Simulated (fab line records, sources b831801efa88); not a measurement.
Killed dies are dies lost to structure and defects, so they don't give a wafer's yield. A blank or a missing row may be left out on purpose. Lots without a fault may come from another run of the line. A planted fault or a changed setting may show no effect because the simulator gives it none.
Which tool did it? | flow gf180mcu | 6 lots, 18 wafers sampled, at 2 steps of a route of 602

WHAT THE GAUGES READ, wafer by wafer
GF_STI_THK_MEAS_04.
lot  | measured    | on            | STI_CVD_03_THK (nm)
L674 | day 2 04:34 | film_metro-03 | 207.7 206.0 207.5
L677 | day 2 22:31 | film_metro-03 | 204.8 205.5 208.1
L680 | day 3 10:35 | film_metro-03 | 203.3 203.3 204.2
L685 | day 4 13:43 | film_metro-03 | 150.0 151.3 151.5
L688 | day 5 04:13 | film_metro-01 | 206.8 207.2 205.8
L694 | day 6 09:29 | film_metro-01 | 206.1 206.9 207.3

WHICH TOOL RAN EACH LOT (tool, then ch and the chambers of the sampled wafers, then the start)
lot  | GF_STI_CVD_03
L674 | lpcvd-01 ch 0, day 2 02:34
L677 | lpcvd-01 ch 1, day 2 20:32
L680 | lpcvd-01 ch 1, day 3 08:34
L685 | lpcvd-01 ch 0, day 4 11:44
L688 | lpcvd-02 ch 1, day 5 02:14
L694 | lpcvd-02 ch 1, day 6 07:30
- GF_STI_CVD_03: deposits Si3N4 from DCS/NH3, target thk 207.16 nm, time 3551 s.

THE ANSWER, worked out from the rows above alone
Rule: what is usual is taken from the lots themselves. Put in order of their means at a reading, lots are off if they are a third of the lots or fewer, leave a main group of 4 or more, and stand apart from it by a gap of 3 or more times the standard deviation of the main group's means; of several such gaps the widest counts. A main group whose means are all the same, to the digits that the tables above print for the reading, isn't used. A lot without any number at a reading at which 4 lots or more have one is off too. The other lots that the step has rows for count as sound.
Off: L685, at GF_STI_THK_MEAS_04 (STI_CVD_03_THK). The main group: mean 206.0 nm, standard deviation 1.3.
A tool fits if, at a process step before that reading, it ran every lot that is off, and no sound lot after the first of them. The gauges at GF_STI_THK_MEAS_04 are tried like those tools. Can't be told from this: 2 tools fit, lpcvd-01 at GF_STI_CVD_03, film_metro-03 at GF_STI_THK_MEAS_04.

WHAT THE SIMULATOR HAD PUT IN
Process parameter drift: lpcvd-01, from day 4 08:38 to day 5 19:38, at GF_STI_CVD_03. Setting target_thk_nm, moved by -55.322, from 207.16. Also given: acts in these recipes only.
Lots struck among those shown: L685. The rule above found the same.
